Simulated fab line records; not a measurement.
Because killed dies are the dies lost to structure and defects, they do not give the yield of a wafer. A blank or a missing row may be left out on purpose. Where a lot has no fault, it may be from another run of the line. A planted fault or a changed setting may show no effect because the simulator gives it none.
Which tool did it? / flow sky130 / 13 lots with 37 wafers sampled at 4 steps, on a route of 708 steps

## WHAT EACH GAUGE READ, for each wafer
SKY_CAPM_OVL_MEAS_12. Usual: CAPM_OVL -0.2 nm, standard deviation 1.2.
lot=L356; measured=day 37 07:44; on=overlay-02; CAPM_OVL (nm)=-1.6 -1.5 0.2; flag=
lot=L357; measured=day 37 12:08; on=overlay-02; CAPM_OVL (nm)=0.3 -0.4 -2.2; flag=
lot=L358; measured=day 37 14:17; on=overlay-01; CAPM_OVL (nm)=0.6 2.7 0.8; flag=
lot=L359; measured=day 38 09:02; on=overlay-01; CAPM_OVL (nm)=-0.7 -0.3 -1.3; flag=
lot=L361; measured=day 39 07:23; on=overlay-01; CAPM_OVL (nm)=-1.4 -1.6 -3.7; flag=
lot=L362; measured=day 39 09:20; on=overlay-01; CAPM_OVL (nm)=-1.5 -0.8 -1.2; flag=
lot=L366; measured=day 40 15:43; on=overlay-01; CAPM_OVL (nm)=-0.7; flag=
lot=L370; measured=day 41 12:53; on=overlay-01; CAPM_OVL (nm)=0.7 -0.9 0.2; flag=
lot=L371; measured=day 41 18:33; on=overlay-02; CAPM_OVL (nm)=1.6 0.8 -0.5; flag=
lot=L372; measured=day 41 19:50; on=overlay-02; CAPM_OVL (nm)=-2.3 0.0 -2.6; flag=
lot=L374; measured=day 42 12:05; on=overlay-01; CAPM_OVL (nm)=-1.9 -0.8 0.0; flag=
lot=L375; measured=day 42 21:14; on=overlay-02; CAPM_OVL (nm)=3.6 1.0 1.8; flag=
lot=L377; measured=day 43 08:26; on=overlay-01; CAPM_OVL (nm)=-0.1 -0.6 0.4; flag=

SKY_VIA4_THK_MEAS_20: measures by xrf. Usual: VIA4_W_THK 520 nm, standard deviation 11.
lot=L356; measured=day 42 17:02; on=film_metro-01; VIA4_W_THK (nm)=504 500 499; flag=
lot=L357; measured=day 42 21:25; on=film_metro-03; VIA4_W_THK (nm)=525 514 530; flag=
lot=L358; measured=day 42 23:34; on=film_metro-02; VIA4_W_THK (nm)=512 521 516; flag=
lot=L359; measured=day 43 16:13; on=film_metro-03; VIA4_W_THK (nm)=525 515 508; flag=
lot=L361; measured=day 44 11:43; on=film_metro-02; VIA4_W_THK (nm)=535 511 540; flag=
lot=L362; measured=day 44 13:56; on=film_metro-03; VIA4_W_THK (nm)=527 524 527; flag=
lot=L366; measured=day 45 17:36; on=film_metro-01; VIA4_W_THK (nm)=500; flag=
lot=L370; measured=day 46 11:46; on=film_metro-03; VIA4_W_THK (nm)=502 525 528; flag=
lot=L371; measured=day 46 17:02; on=film_metro-03; VIA4_W_THK (nm)=528 506 499; flag=
lot=L372; measured=day 46 18:23; on=film_metro-03; VIA4_W_THK (nm)=519 531 522; flag=
lot=L374; measured=day 47 06:16; on=film_metro-01; VIA4_W_THK (nm)=523 518 519; flag=
lot=L375; measured=day 47 15:35; on=film_metro-02; VIA4_W_THK (nm)=527 535 532; flag=
lot=L377; measured=day 48 00:38; on=film_metro-01; VIA4_W_THK (nm)=528 526 502; flag=

## WHICH TOOL RAN EACH LOT (tool, then ch and the chambers of the sampled wafers, then the start)
lot=L356; SKY_VT_ADJUST_PCH_STRIP_09=plasma_asher-04 ch 0, day 10 05:52; SKY_VIA3_CMP_24=cmp-02 ch 0,1,2, day 39 14:50
lot=L357; SKY_VT_ADJUST_PCH_STRIP_09=plasma_asher-04 ch 0,1, day 10 14:07; SKY_VIA3_CMP_24=cmp-01 ch 0,1,2, day 39 18:17
lot=L358; SKY_VT_ADJUST_PCH_STRIP_09=plasma_asher-03 ch 0,1, day 10 18:01; SKY_VIA3_CMP_24=cmp-01 ch 0,1,2, day 39 20:30
lot=L359; SKY_VT_ADJUST_PCH_STRIP_09=plasma_asher-02 ch 0,1, day 11 03:40; SKY_VIA3_CMP_24=cmp-02 ch 2,3, day 40 14:04
lot=L361; SKY_VT_ADJUST_PCH_STRIP_09=plasma_asher-04 ch 0,1, day 12 03:28; SKY_VIA3_CMP_24=cmp-02 ch 0,1,2, day 41 12:02
lot=L362; SKY_VT_ADJUST_PCH_STRIP_09=plasma_asher-04 ch 0,1, day 12 08:49; SKY_VIA3_CMP_24=cmp-01 ch 0,1,3, day 41 13:26
lot=L366; SKY_VT_ADJUST_PCH_STRIP_09=plasma_asher-04 ch 0, day 13 14:45; SKY_VIA3_CMP_24=cmp-02 ch 1, day 42 19:45
lot=L370; SKY_VT_ADJUST_PCH_STRIP_09=plasma_asher-02 ch 0,1, day 14 17:37; SKY_VIA3_CMP_24=cmp-02 ch 0,1,2, day 43 15:26
lot=L371; SKY_VT_ADJUST_PCH_STRIP_09=plasma_asher-03 ch 0,1, day 14 23:19; SKY_VIA3_CMP_24=cmp-01 ch 1,2,3, day 43 20:24
lot=L372; SKY_VT_ADJUST_PCH_STRIP_09=plasma_asher-03 ch 0,1, day 15 08:19; SKY_VIA3_CMP_24=cmp-01 ch 0,3, day 43 21:50
lot=L374; SKY_VT_ADJUST_PCH_STRIP_09=plasma_asher-02 ch 1, day 15 21:22; SKY_VIA3_CMP_24=cmp-02 ch 1,2, day 44 12:09
lot=L375; SKY_VT_ADJUST_PCH_STRIP_09=plasma_asher-04 ch 0,1, day 16 09:16; SKY_VIA3_CMP_24=cmp-02 ch 0,2, day 44 22:15
lot=L377; SKY_VT_ADJUST_PCH_STRIP_09=plasma_asher-04 ch 0, day 17 00:37; SKY_VIA3_CMP_24=cmp-01 ch 1,2,3, day 45 08:29
- SKY_VT_ADJUST_PCH_STRIP_09: strips in O2/N2.
- SKY_VIA3_CMP_24: polishes, stops on SiO2, t overpolish 20 s, target thk 0 nm.

## AS READ BY THE TOOLS THEMSELVES (means over the sampled wafers that have a number; for cases with no such wafer, the mark the record gives instead)
SKY_VT_ADJUST_PCH_STRIP_09. Usual: drypump_motor_current_A 5.6 A, standard deviation 0.64; oes_product_au 0.722 a.u., standard deviation 0.0042; strip_time_to_endpoint_s 36.91 s, standard deviation 0.096.
lot=L356; tool=plasma_asher-04; drypump_motor_current_A (A)=6.7; oes_product_au (a.u.)=0.720; strip_time_to_endpoint_s (s)=36.87; flag=
lot=L357; tool=plasma_asher-04; drypump_motor_current_A (A)=6.0; oes_product_au (a.u.)=0.722; strip_time_to_endpoint_s (s)=36.87; flag=
lot=L358; tool=plasma_asher-03; drypump_motor_current_A (A)=5.6; oes_product_au (a.u.)=0.721; strip_time_to_endpoint_s (s)=36.97; flag=
lot=L359; tool=plasma_asher-02; drypump_motor_current_A (A)=5.6; oes_product_au (a.u.)=0.722; strip_time_to_endpoint_s (s)=36.85; flag=
lot=L361; tool=plasma_asher-04; drypump_motor_current_A (A)=5.4; oes_product_au (a.u.)=0.723; strip_time_to_endpoint_s (s)=37.03; flag=
lot=L362; tool=plasma_asher-04; drypump_motor_current_A (A)=5.4; oes_product_au (a.u.)=0.721; strip_time_to_endpoint_s (s)=36.99; flag=
lot=L366; tool=plasma_asher-04; drypump_motor_current_A (A)=6.7; oes_product_au (a.u.)=0.719; strip_time_to_endpoint_s (s)=36.82; flag=
lot=L370; tool=plasma_asher-02; drypump_motor_current_A (A)=5.4; oes_product_au (a.u.)=0.722; strip_time_to_endpoint_s (s)=36.90; flag=
lot=L371; tool=plasma_asher-03; drypump_motor_current_A (A)=5.5; oes_product_au (a.u.)=0.718; strip_time_to_endpoint_s (s)=36.83; flag=
lot=L372; tool=plasma_asher-03; drypump_motor_current_A (A)=5.7; oes_product_au (a.u.)=0.724; strip_time_to_endpoint_s (s)=36.84; flag=
lot=L374; tool=plasma_asher-02; drypump_motor_current_A (A)=5.9; oes_product_au (a.u.)=0.718; strip_time_to_endpoint_s (s)=36.99; flag=
lot=L375; tool=plasma_asher-04; drypump_motor_current_A (A)=6.0; oes_product_au (a.u.)=0.725; strip_time_to_endpoint_s (s)=37.06; flag=
lot=L377; tool=plasma_asher-04; drypump_motor_current_A (A)=6.7; oes_product_au (a.u.)=0.720; strip_time_to_endpoint_s (s)=36.88; flag=

SKY_VIA3_CMP_24. Usual: motor_current_A 10.9 A, standard deviation 1; overpolish_run_s 20.000 s, standard deviation 0.0091; time_to_endpoint_s 97 s, standard deviation 4.3.
lot=L356; tool=cmp-02; motor_current_A (A)=11.0; overpolish_run_s (s)=20.001; time_to_endpoint_s (s)=97; flag=
lot=L357; tool=cmp-01; motor_current_A (A)=11.2; overpolish_run_s (s)=20.011; time_to_endpoint_s (s)=97; flag=
lot=L358; tool=cmp-01; motor_current_A (A)=11.0; overpolish_run_s (s)=20.010; time_to_endpoint_s (s)=94; flag=
lot=L359; tool=cmp-02; motor_current_A (A)=10.8; overpolish_run_s (s)=19.999; time_to_endpoint_s (s)=93; flag=
lot=L361; tool=cmp-02; motor_current_A (A)=10.6; overpolish_run_s (s)=20.004; time_to_endpoint_s (s)=94; flag=
lot=L362; tool=cmp-01; motor_current_A (A)=11.1; overpolish_run_s (s)=19.988; time_to_endpoint_s (s)=93; flag=
lot=L366; tool=cmp-02; motor_current_A (A)=9.2; overpolish_run_s (s)=20.014; time_to_endpoint_s (s)=105; flag=
lot=L370; tool=cmp-02; motor_current_A (A)=10.6; overpolish_run_s (s)=20.004; time_to_endpoint_s (s)=100; flag=
lot=L371; tool=cmp-01; motor_current_A (A)=10.9; overpolish_run_s (s)=19.997; time_to_endpoint_s (s)=97; flag=
lot=L372; tool=cmp-01; motor_current_A (A)=11.6; overpolish_run_s (s)=20.004; time_to_endpoint_s (s)=102; flag=
lot=L374; tool=cmp-02; motor_current_A (A)=10.7; overpolish_run_s (s)=19.998; time_to_endpoint_s (s)=102; flag=
lot=L375; tool=cmp-02; motor_current_A (A)=11.5; overpolish_run_s (s)=19.993; time_to_endpoint_s (s)=97; flag=
lot=L377; tool=cmp-01; motor_current_A (A)=11.1; overpolish_run_s (s)=20.001; time_to_endpoint_s (s)=96; flag=

## THE ANSWER, worked out from the rows above alone
Rule: a lot is off if the mean of its wafers that have a number lies more than 3 standard deviations from the usual mean. A lot without any number at a reading at which 4 lots or more have one is off too. Where the step has rows for the other lots, those lots are counted as sound. Order of review: gauges by route order, followed by the tools' own readings, for which a lot's mean as printed above is used. The first step at which some lot is off is used, and at that step the reading that is off furthest; a lot without a number counts as furthest.
No lot is off at any reading shown: from this, nothing can be told.

## WHAT THE SIMULATOR HAD INSERTED
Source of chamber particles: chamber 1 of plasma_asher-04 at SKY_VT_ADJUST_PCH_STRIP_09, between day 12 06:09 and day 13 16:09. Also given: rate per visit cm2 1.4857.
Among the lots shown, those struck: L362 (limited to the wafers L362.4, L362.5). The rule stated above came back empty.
